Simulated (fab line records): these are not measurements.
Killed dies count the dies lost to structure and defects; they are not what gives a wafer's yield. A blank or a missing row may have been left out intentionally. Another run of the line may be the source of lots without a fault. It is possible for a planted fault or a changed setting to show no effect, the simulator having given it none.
fab line records ; flow sky130
[record] lots = 7; wafers = 21; last_day = 50
route steps=708 shown NWELL@82 PWDE@84 VT_ADJUST_HVTP@85 VT_ADJUST_LVTN@97 PAD_OPEN@708
lots that met no fault: taken from a fault-free run of the same line
start_h: start of the lot's first displayed wafer, in hours after the record's first day ; wait_h: time in hours since the lot's previous step ; " unchanged from the row above ; L1.1+2: several wafers, shown together as one row ; - value missing, or start not given ; * or withheld: withheld ; < > ~ a bound
route shown NAME@n: NAME is a module with steps in the file, n the number in the route of the first one ; usual: average and standard deviation across the fault-free wafers ; same: alike in all rows ; chamber/n: place in a boat ; sites: the reading at each site ; _std_site: how widely they spread, as a standard deviation ; _edge_site: mean of outer sites minus mean of inner sites ; radius_mm: for every site, how far away it sits from the centre of the wafer ; mask NAME#n: copy n ; behind: tool/chamber where the wafer was last shaped ; hold: why the lot was held/for how many hours/how that ended ; device: the n, p or np transistor that did not switch ; end of line: tests run on the same wafers once the route is complete ; a step with no rows: only its recipe ; killed: at the first sort, the dies lost to defects and structure; wafer yield is something else ; map: the dies of a wafer, with x for killed, . for not killed, _ for no die there
set.NAME: setting as actually run; set.NAME@STEP: the setting as run at that earlier step ; model.NAME: the simulator's own value behind a step, which no gauge read
certain route steps with their lots: each step a table, each wafer a row
services: from which hour (start_h, from the record's first day; less than 0 if before it) a tool's chamber was out of use, for how many hours, and why
[[steps]]
[step SKY_NWELL_RS_MEAS_29]
[recipe] thk_meas_gauge = four-point-probe
[usual] NWELL_RS = 624.5/1.6
lot.wafer;tool;chamber;start_h;wait_h;NWELL_RS[ohm/sq]
L274.2;film_metro-02;-;112.47;0.1;623.6
L274.4;film_metro-02;-;112.47;0.1;625.5
L274.5;film_metro-02;-;112.47;0.1;625.8
L275.2;film_metro-03;-;120.86;0.1;622.2
L275.3;film_metro-03;-;120.86;0.1;623.0
L275.4;film_metro-03;-;120.86;0.1;621.4
L278.1;film_metro-02;-;143.49;0.1;624.5
L278.3;film_metro-02;-;143.49;0.1;624.1
L278.6;film_metro-02;-;143.49;0.1;625.8
L279.2;film_metro-03;-;147.43;0.1;624.4
L279.4;film_metro-03;-;147.43;0.1;623.2
L279.5;film_metro-03;-;147.43;0.1;625.8
L286.1;film_metro-03;-;188.70;0.1;624.2
L286.2;film_metro-03;-;188.70;0.1;626.3
L286.5;film_metro-03;-;188.70;0.1;625.0
L287.2;film_metro-03;-;201.52;0.1;623.2
L287.4;film_metro-03;-;201.52;0.1;624.8
L287.6;film_metro-03;-;201.52;0.1;622.5
L292.2;film_metro-04;-;227.31;0.1;624.1
L292.5;film_metro-04;-;227.31;0.1;623.0
L292.6;film_metro-04;-;227.31;0.1;623.5
[step SKY_NWELL_RS_MEAS_31]
[recipe] thk_meas_gauge = four-point-probe
[usual] PWDE_RS = 5279/18
lot.wafer;tool;chamber;start_h;wait_h;PWDE_RS[ohm/sq]
L274.2;film_metro-02;-;112.71;0.1;5288
L274.4;film_metro-02;-;112.71;0.1;5278
L274.5;film_metro-02;-;112.71;0.1;5297
L275.2;film_metro-03;-;121.10;0.1;5284
L275.3;film_metro-03;-;121.10;0.1;5281
L275.4;film_metro-03;-;121.10;0.1;5274
L278.1;film_metro-02;-;143.73;0.1;5257
L278.3;film_metro-02;-;143.73;0.1;5263
L278.6;film_metro-02;-;143.73;0.1;5257
L279.2;film_metro-03;-;147.67;0.1;5277
L279.4;film_metro-03;-;147.67;0.1;5280
L279.5;film_metro-03;-;147.67;0.1;5272
L286.1;film_metro-03;-;188.94;0.1;5299
L286.2;film_metro-03;-;188.94;0.1;5274
L286.5;film_metro-03;-;188.94;0.1;5305
L287.2;film_metro-03;-;201.76;0.1;5253
L287.4;film_metro-03;-;201.76;0.1;5260
L287.6;film_metro-03;-;201.76;0.1;5280
L292.2;film_metro-04;-;227.55;0.1;5268
L292.5;film_metro-04;-;227.55;0.1;5263
L292.6;film_metro-04;-;227.55;0.1;5278
[step SKY_VT_ADJUST_HVTP_DEHYDRATE_00]
[recipe] temp_c = 200; time_s = 60
[step SKY_VT_ADJUST_HVTP_HMDS_01]
[recipe] prime_time_s = 60; prime_temp_c = 120
[step SKY_VT_ADJUST_HVTP_COAT_02]
[recipe] resist = NOVOLAK; spin_rpm = 3000; resist_thk_nm = 1140
[step SKY_VT_ADJUST_HVTP_SOFTBAKE_03]
[recipe] temp_c = 90; time_s = 60; resist = NOVOLAK
[step SKY_VT_ADJUST_HVTP_EXPOSE_04]
[recipe] mask_id = HVTPM; na = 0.6; source_shape = conventional; sigma_outer = 0.6; polarization = unpolarized; target_cd_nm = 380; dose_mj = 140
[step SKY_VT_ADJUST_HVTP_PEB_05]
[recipe] temp_c = withheld; time_s = *; resist = NOVOLAK
[step SKY_VT_ADJUST_HVTP_DEVELOP_06]
[recipe] resist = NOVOLAK; developer = TMAH; develop_time_s = 60; dev_temp_c = 23
[step SKY_VT_ADJUST_HVTP_CD_MEAS_07]
[recipe] target_cd_nm = 380
[usual] cd_nm = 379.7/2
lot.wafer;tool;chamber;start_h;wait_h;cd_nm
L274.2;cd_sem-01;-;130.45;0.2;378.6
L274.4;cd_sem-01;-;130.45;0.2;376.9
L274.5;cd_sem-01;-;130.45;0.2;378.5
L275.2;cd_sem-01;-;138.72;0.1;381.6
L275.3;cd_sem-01;-;138.72;0.1;378.3
L275.4;cd_sem-01;-;138.72;0.1;380.7
L278.1;cd_sem-01;-;163.60;0.1;385.6
L278.3;cd_sem-01;-;163.60;0.1;382.0
L278.6;cd_sem-01;-;163.60;0.1;387.5
L279.2;cd_sem-01;-;167.68;0.1;378.4
L279.4;cd_sem-01;-;167.68;0.1;381.2
L279.5;cd_sem-01;-;167.68;0.1;380.5
L286.1;cd_sem-02;-;209.41;0.1;376.6
L286.2;cd_sem-02;-;209.41;0.1;378.0
L286.5;cd_sem-02;-;209.41;0.1;376.8
L287.2;cd_sem-01;-;222.23;0.1;379.3
L287.4;cd_sem-01;-;222.23;0.1;378.9
L287.6;cd_sem-01;-;222.23;0.1;380.0
L292.2;cd_sem-01;-;251.03;0.1;379.4
L292.5;cd_sem-01;-;251.03;0.1;378.6
L292.6;cd_sem-01;-;251.03;0.1;377.8
[step SKY_VT_ADJUST_HVTP_OVL_MEAS_08]
[usual] VT_ADJUST_HVTP_OVL = 0.0/1.6
lot.wafer;tool;chamber;start_h;wait_h;VT_ADJUST_HVTP_OVL[nm]
L274.2;overlay-02;-;130.55;0.1;-2.7
L274.4;overlay-02;-;130.55;0.1;-1.3
L274.5;overlay-02;-;130.55;0.1;-1.8
L275.2;overlay-02;-;138.82;0.1;-1.1
L275.3;overlay-02;-;138.82;0.1;-2.0
L275.4;overlay-02;-;138.82;0.1;-0.4
L278.1;overlay-02;-;163.72;0.1;2.3
L278.3;overlay-02;-;163.72;0.1;3.3
L278.6;overlay-02;-;163.72;0.1;2.2
L279.2;overlay-02;-;167.79;0.1;0.1
L279.4;overlay-02;-;167.79;0.1;1.1
L279.5;overlay-02;-;167.79;0.1;0.7
L286.1;overlay-01;-;209.53;0.1;-0.1
L286.2;overlay-01;-;209.53;0.1;-1.1
L286.5;overlay-01;-;209.53;0.1;-0.6
L287.2;overlay-01;-;222.34;0.1;-1.3
L287.4;overlay-01;-;222.34;0.1;0.3
L287.6;overlay-01;-;222.34;0.1;-0.8
L292.2;overlay-02;-;251.14;0.1;0.5
L292.5;overlay-02;-;251.14;0.1;2.1
L292.6;overlay-02;-;251.14;0.1;0.9
[step SKY_VT_ADJUST_HVTP_IMPLANT_09]
[recipe] species = As; energy_kev = 150; dose_cm2 = 4.3e+12; tilt_deg = withheld
[usual] beam_energy_keV = 150.01/0.052
lot.wafer;tool;chamber;start_h;wait_h;beam_energy_keV;model.implant.rp_nm;model.implant.drp_nm
L274.2;implanter-02;0;130.61;0.0;149.98;84.08;33.4
L274.4;implanter-02;0;130.61;0.0;149.98;84.08;33.4
L274.5;implanter-02;0;130.61;0.0;149.90;84.08;33.4
L275.2;implanter-02;0;138.88;0.0;159.02;87.76;35.07
L275.3;implanter-02;0;138.88;0.0;159.03;87.76;35.07
L275.4;implanter-02;0;138.88;0.0;158.95;87.76;35.07
L278.1;implanter-02;0;163.75;0.0;159.05;89.37;35.07
L278.3;implanter-02;0;163.75;0.0;159.00;89.37;35.07
L278.6;implanter-02;0;163.75;0.0;159.02;89.37;35.07
L279.2;implanter-02;0;167.84;0.0;159.04;91.73;35.07
L279.4;implanter-02;0;167.84;0.0;159.07;91.73;35.07
L279.5;implanter-02;0;167.84;0.0;159.03;91.73;35.07
L286.1;implanter-04;0;209.57;0.0;150.00;84.61;33.4
L286.2;implanter-04;0;209.57;0.0;150.04;84.61;33.4
L286.5;implanter-04;0;209.57;0.0;149.87;84.61;33.4
L287.2;implanter-04;0;222.39;0.0;149.98;83.44;33.4
L287.4;implanter-04;0;222.39;0.0;150.01;83.44;33.4
L287.6;implanter-04;0;222.39;0.0;150.01;83.44;33.4
L292.2;implanter-01;0;251.19;0.0;149.94;83.57;33.4
L292.5;implanter-01;0;251.19;0.0;149.88;83.57;33.4
L292.6;implanter-01;0;251.19;0.0;149.98;83.57;33.4
[step SKY_VT_ADJUST_HVTP_STRIP_10]
[recipe] chemistry = O2/N2; power_w = 1400; pressure_mtorr = 1500; platen_temp_c = withheld; o2_flow_sccm = 3000; n2_flow_sccm = 300; overash_fraction = 0.5
[usual] drypump_motor_current_A = 6.0/0.38; oes_product_au = 0.715/0.0042; strip_time_to_endpoint_s = 14.18/0.041
lot.wafer;tool;chamber;start_h;wait_h;drypump_motor_current_A;oes_product_au;rf_hours_counter_h;strip_time_to_endpoint_s
L274.2;plasma_asher-02;1;130.73;0.1;5.6;0.716;47;14.21
L274.4;plasma_asher-02;0;130.73;0.1;6.1;0.706;-;14.21
L274.5;plasma_asher-02;1;130.73;0.1;5.6;0.716;-;14.23
L275.2;plasma_asher-03;0;139.00;0.1;5.6;0.722;45;14.25
L275.3;plasma_asher-03;1;139.00;0.1;6.1;0.719;-;14.24
L275.4;plasma_asher-03;0;139.00;0.1;5.6;0.713;-;14.28
L278.1;plasma_asher-01;1;163.90;0.1;5.9;0.711;4;14.15
L278.3;plasma_asher-01;1;163.90;0.1;5.9;0.712;-;14.18
L278.6;plasma_asher-01;1;163.90;0.1;5.9;0.709;-;14.12
L279.2;plasma_asher-02;0;167.97;0.1;6.1;0.712;51;14.17
L279.4;plasma_asher-02;1;167.97;0.1;5.7;0.711;-;14.20
L279.5;plasma_asher-02;1;167.97;0.1;5.7;0.718;-;14.13
L286.1;plasma_asher-02;1;209.72;0.1;5.6;0.714;56;14.23
L286.2;plasma_asher-02;0;209.72;0.1;6.1;0.713;56;14.19
L286.5;plasma_asher-02;1;209.72;0.1;5.6;0.721;-;14.23
L287.2;plasma_asher-03;0;222.52;0.1;5.6;0.708;51;14.20
L287.4;plasma_asher-03;0;222.52;0.1;5.5;0.710;-;14.23
L287.6;plasma_asher-03;1;222.52;0.1;6.2;0.717;-;14.22
L292.2;plasma_asher-02;1;251.32;0.1;5.6;0.721;59;14.15
L292.5;plasma_asher-02;0;251.32;0.1;6.1;0.711;-;14.16
L292.6;plasma_asher-02;1;251.32;0.1;5.6;0.713;-;14.20
[step SKY_VT_ADJUST_HVTP_TW_MEAS_11]
[usual] VT_ADJUST_HVTP_TW = 1358/6.5
lot.wafer;tool;chamber;start_h;wait_h;VT_ADJUST_HVTP_TW
L274.2;film_metro-02;-;130.87;0.1;1353
L274.4;film_metro-02;-;130.87;0.1;1359
L274.5;film_metro-02;-;130.87;0.1;1358
L275.2;film_metro-02;-;139.11;0.1;1383
L275.3;film_metro-02;-;139.11;0.1;1379
L275.4;film_metro-02;-;139.11;0.1;1378
L278.1;film_metro-04;-;164.00;0.1;1380
L278.3;film_metro-04;-;164.00;0.1;1376
L278.6;film_metro-04;-;164.00;0.1;1385
L279.2;film_metro-01;-;168.08;0.1;1391
L279.4;film_metro-01;-;168.08;0.1;1395
L279.5;film_metro-01;-;168.08;0.1;1392
L286.1;film_metro-04;-;209.82;0.1;1357
L286.2;film_metro-04;-;209.82;0.1;1354
L286.5;film_metro-04;-;209.82;0.1;1359
L287.2;film_metro-01;-;222.63;0.1;1355
L287.4;film_metro-01;-;222.63;0.1;1357
L287.6;film_metro-01;-;222.63;0.1;1362
L292.2;film_metro-02;-;251.43;0.1;1366
L292.5;film_metro-02;-;251.43;0.1;1367
L292.6;film_metro-02;-;251.43;0.1;1372
[step SKY_VT_ADJUST_LVTN_DEHYDRATE_00]
[recipe] temp_c = 200; time_s = 60
[step SKY_PAD_OPEN_PROBE_99]
[usual] killed_at_M0_to_M3 = 44/7.2; killed_at_M4_up = 3.1/1.8; killed_at_contacts = 25/5.2; killed_at_front_end = 15/3.9; killed_at_other = 0.2/0.5; killed_dies = 86/9.5; killed_open = 47/7.3; killed_short = 40/6
[same] gross_dies = 492; killed_at_back_side = 0
lot.wafer;tool;chamber;start_h;wait_h;killed_at_M0_to_M3;killed_at_M4_up;killed_at_contacts;killed_at_front_end;killed_at_other;killed_dies;killed_open;killed_short;model.etest.tip_p.rs_ohm_sq;model.etest.pfet_01v8.drive_ua_um;model.etest.pfet_01v8_mvt.drive_ua_um;model.etest.pfet_01v8_hvt.drive_ua_um;model.etest.pfet_01v8_mvt.off_log10_a_um;model.etest.pfet_01v8.off_log10_a_um;model.etest.sram_pfet_latch.off_log10_a_um;model.etest.pfet_01v8_hvt.off_log10_a_um
L274.2;prober-02;-;1078.63;0.1;52;4;23;22;0;101;53;48;6863;189.9;149.4;142.2;-10.46;-9.668;-12.84;-13.14
L274.4;prober-02;-;1078.73;0.2;55;5;23;15;1;99;51;48;6836;184.8;148.7;137;-10.54;-10.22;-13.12;-13.36
L274.5;prober-02;-;1078.78;0.2;37;5;21;10;0;73;33;40;6859;193.9;154.6;145.9;-10.43;-9.474;-12.78;-13.12
L275.2;prober-02;-;1096.57;0.1;49;0;26;17;0;92;51;41;6678;203.6;161.4;152.7;-9.695;-8.985;-12.43;-12.47
L275.3;prober-02;-;1096.62;0.2;45;5;19;20;0;89;54;35;6665;202.9;161.7;152.1;-9.889;-9.121;-12.24;-12.69
L275.4;prober-02;-;1096.67;0.2;41;1;26;13;0;81;43;38;6621;201.3;160;150.7;-9.618;-9.049;-12.21;-12.69
L279.2;prober-02;-;1120.18;0.1;40;5;27;8;2;82;45;37;6544;211.5;166.2;157.1;-9.196;-8.529;-12.04;-12.3
L279.4;prober-02;-;1120.28;0.2;41;5;34;8;3;91;52;39;6543;200;161.2;149.9;-9.355;-8.853;-12.29;-12.63
L279.5;prober-02;-;1120.33;0.2;50;4;33;12;0;99;58;41;6585;198.5;160.4;148;-9.37;-8.829;-12.05;-12.47
L286.1;prober-01;-;1157.89;0.1;58;1;32;12;1;104;63;41;6882;201.1;154.7;150.1;-10.26;-8.983;-12.34;-12.81
L286.2;prober-01;-;1157.94;0.1;43;4;31;19;0;97;53;44;6858;200.8;156;148.8;-10.15;-9.069;-12.25;-12.65
L286.5;prober-01;-;1158.09;0.2;52;1;27;18;0;98;59;39;6886;198.5;155.7;147.8;-10.49;-9.223;-12.52;-12.87
L287.2;prober-02;-;1168.33;0.1;47;1;25;9;0;82;47;35;6847;184.8;149.5;137.7;-10.94;-10.25;-13.13;-13.36
L287.4;prober-02;-;1168.43;0.2;42;4;27;24;0;97;56;41;6957;187.8;149.2;139.6;-10.85;-9.959;-12.8;-13.15
L287.6;prober-02;-;1168.53;0.2;39;3;29;16;0;87;43;44;6818;188.1;149.7;140.6;-10.65;-9.936;-12.93;-13.4
L292.2;prober-02;-;1188.43;0.1;43;4;23;20;0;90;45;45;6878;193.2;153.6;143.8;-10.63;-9.71;-12.63;-13.16
L292.5;prober-02;-;1188.58;0.2;30;2;22;19;0;73;34;39;6917;196.8;154.3;147.4;-10.46;-9.323;-12.67;-12.91
L292.6;prober-02;-;1188.63;0.2;56;0;27;11;1;95;50;45;6882;200.6;156.2;150.3;-10.35;-9.148;-12.15;-12.71
// killed by level:class
L274.2 VIA1:geometric_particle:open=11 METAL2:geometric_particle:short=9 LI_CONTACT:geometric_particle:open=8 VIA3:geometric_particle:open=8 FIELD_ISO:geometric_particle:open=7 VIA1:geometric_particle:short=6 VIA2:geometric_particle:open=6 CONTACT:geometric_particle:short=5
L274.4 VIA1:geometric_particle:open=16 VIA2:geometric_particle:open=8 METAL2:geometric_particle:short=8 CONTACT:geometric_particle:open=7 VIA3:geometric_particle:open=6 VIA1:geometric_particle:short=6 FIELD_ISO:geometric_particle:short=5 METAL4:geometric_particle:short=5
L274.5 VIA3:geometric_particle:open=8 CONTACT:geometric_particle:short=8 VIA1:geometric_particle:open=6 METAL2:geometric_particle:short=6 LI_CONTACT:geometric_particle:open=5 POLY_GATE:geometric_particle:short=4 CONTACT:geometric_particle:open=4 METAL1:geometric_particle:short=4
L275.2 VIA1:geometric_particle:open=11 VIA3:geometric_particle:open=9 VIA2:geometric_particle:open=8 CONTACT:geometric_particle:open=7 METAL1:geometric_particle:short=7 LOCAL_INTERCONNECT:geometric_particle:short=6 VIA1:geometric_particle:short=6 LI_CONTACT:geometric_particle:open=5
L275.3 VIA1:geometric_particle:open=11 CONTACT:geometric_particle:open=9 FIELD_ISO:geometric_particle:short=8 LI_CONTACT:geometric_particle:open=8 VIA2:geometric_particle:open=7 VIA1:geometric_particle:short=6 METAL1:geometric_particle:short=5 VIA3:geometric_particle:short=5
L275.4 CONTACT:geometric_particle:open=9 METAL1:geometric_particle:short=9 VIA1:geometric_particle:open=9 POLY_GATE:geometric_particle:open=5 LI_CONTACT:geometric_particle:open=5 LOCAL_INTERCONNECT:geometric_particle:short=5 VIA1:geometric_particle:short=5 LI_CONTACT:geometric_particle:short=4
L279.2 VIA1:geometric_particle:open=12 CONTACT:geometric_particle:open=9 LI_CONTACT:geometric_particle:open=8 VIA3:geometric_particle:open=7 METAL2:geometric_particle:short=6 VIA3:geometric_particle:short=5 CONTACT:geometric_particle:short=4 LOCAL_INTERCONNECT:geometric_particle:short=4
L279.4 CONTACT:geometric_particle:open=12 VIA1:geometric_particle:open=10 LI_CONTACT:geometric_particle:open=8 VIA2:geometric_particle:open=7 CONTACT:geometric_particle:short=5 LI_CONTACT:geometric_particle:short=4 LOCAL_INTERCONNECT:geometric_particle:short=4 METAL1:geometric_particle:open=4
L279.5 VIA1:geometric_particle:open=14 CONTACT:geometric_particle:open=11 LI_CONTACT:geometric_particle:open=10 VIA1:geometric_particle:short=9 VIA2:geometric_particle:open=7 POLY_GATE:geometric_particle:open=5 VIA3:geometric_particle:open=5 VIA2:geometric_particle:short=4
L286.1 VIA1:geometric_particle:open=18 LI_CONTACT:geometric_particle:open=10 VIA3:geometric_particle:open=10 CONTACT:geometric_particle:open=9 CONTACT:geometric_particle:short=7 VIA2:geometric_particle:short=7 LOCAL_INTERCONNECT:geometric_particle:short=5 VIA1:geometric_particle:short=5
L286.2 VIA1:geometric_particle:open=11 CONTACT:geometric_particle:open=10 LI_CONTACT:geometric_particle:open=9 VIA2:geometric_particle:open=8 METAL1:geometric_particle:short=7 FIELD_ISO:geometric_particle:open=6 LOCAL_INTERCONNECT:geometric_particle:short=5 VIA1:geometric_particle:short=5
L286.5 VIA1:geometric_particle:open=19 CONTACT:geometric_particle:open=8 CONTACT:geometric_particle:short=6 LI_CONTACT:geometric_particle:open=6 VIA3:geometric_particle:open=6 METAL1:geometric_particle:short=6 VIA1:geometric_particle:short=6 FIELD_ISO:geometric_particle:open=5
L287.2 VIA3:geometric_particle:open=10 CONTACT:geometric_particle:open=9 VIA1:geometric_particle:open=6 METAL1:geometric_particle:short=6 LOCAL_INTERCONNECT:geometric_particle:short=5 METAL2:geometric_particle:short=5 VIA2:geometric_particle:open=5 LI_CONTACT:geometric_particle:open=4
L287.4 CONTACT:geometric_particle:open=13 VIA1:geometric_particle:open=9 POLY_GATE:geometric_particle:open=9 VIA3:geometric_particle:open=7 FIELD_ISO:geometric_particle:short=6 VIA2:geometric_particle:open=6 METAL2:geometric_particle:short=5 POLY_GATE:geometric_particle:short=4
L287.6 CONTACT:geometric_particle:open=10 VIA1:geometric_particle:open=8 METAL2:geometric_particle:short=8 FIELD_ISO:geometric_particle:open=6 LI_CONTACT:geometric_particle:open=6 VIA1:geometric_particle:short=6 FIELD_ISO:geometric_particle:short=5 LOCAL_INTERCONNECT:geometric_particle:short=5
L292.2 VIA1:geometric_particle:open=12 LI_CONTACT:geometric_particle:open=7 CONTACT:geometric_particle:open=6 METAL1:geometric_particle:short=6 FIELD_ISO:geometric_particle:short=5 CONTACT:geometric_particle:short=5 VIA3:geometric_particle:open=5 POLY_GATE:geometric_particle:short=4
L292.5 CONTACT:geometric_particle:open=7 LI_CONTACT:geometric_particle:open=6 METAL1:geometric_particle:short=6 LOCAL_INTERCONNECT:geometric_particle:short=5 VIA2:geometric_particle:open=5 POLY_GATE:geometric_particle:open=4 POLY_GATE:geometric_particle:short=4 VIA2:geometric_particle:short=4
L292.6 VIA2:geometric_particle:open=11 CONTACT:geometric_particle:short=7 CONTACT:geometric_particle:open=7 VIA1:geometric_particle:open=7 VIA1:geometric_particle:short=7 VIA3:geometric_particle:open=7 METAL1:geometric_particle:short=5 VIA2:geometric_particle:short=5
[[services]]
tool;chamber;start_h;hours;kind
plasma_asher-01;-;108.75;9.0;pm
plasma_asher-01;0;108.75;9.0;vent_cycle
plasma_asher-01;1;108.75;9.0;vent_cycle
plasma_asher-01;0;117.75;-;clean
plasma_asher-01;1;117.75;-;clean
implanter-01;-;128.02;3.6;repair
plasma_asher-03;-;167.04;19.2;repair
implanter-04;-;168.66;1.5;repair
implanter-02;-;189.89;3.6;repair
implanter-04;-;218.75;2.1;repair
implanter-02;-;229.61;4.1;repair
implanter-04;-;236.57;2.7;repair
[[key]]
[first_sign] step = SKY_VT_ADJUST_HVTP_IMPLANT_09; reading = beam_energy_keV; direction = up; sigmas = 99+; usual = *; struck = *
[effect] step = SKY_VT_ADJUST_HVTP_TW_MEAS_11; reading = VT_ADJUST_HVTP_TW; direction = up; sigmas = 4; usual = 1358; struck = 1384
[model_effect] step = SKY_VT_ADJUST_HVTP_IMPLANT_09; value = implant.rp_nm; without = 84.82; struck = 89.62
[model_effect] step = SKY_PAD_OPEN_PROBE_99; value = etest.tip_p.rs_ohm_sq; without = 6791; struck = 6606
met_at SKY_VT_ADJUST_HVTP_IMPLANT_09
struck_wafers L275.2,L275.3,L275.4,L278.1,L278.3,L278.6,L279.2,L279.4,L279.5
rows_end L278.1,L278.3,L278.6
tester_left_out L275,L279
onset_between 130.61 138.88
[fault] kind = process_parameter_drift; tool = implanter-02; chamber = -; onset_h = 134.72; steps = SKY_VT_ADJUST_HVTP_IMPLANT_09; channel = energy_kev; offset = *; shape = step; end_h = 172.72; acts_in = *; stated = *
// tester_left_out: of these lots the tester's yield and bins aren't shown, on N5 and GAA mostly nor the transistor test; their killed dies are dies lost to structure and defects alone, not to doping, threshold or leakage, so they don't give the yield
// rows_end: these wafers met a further fault down the route, and their rows from its step on are left out
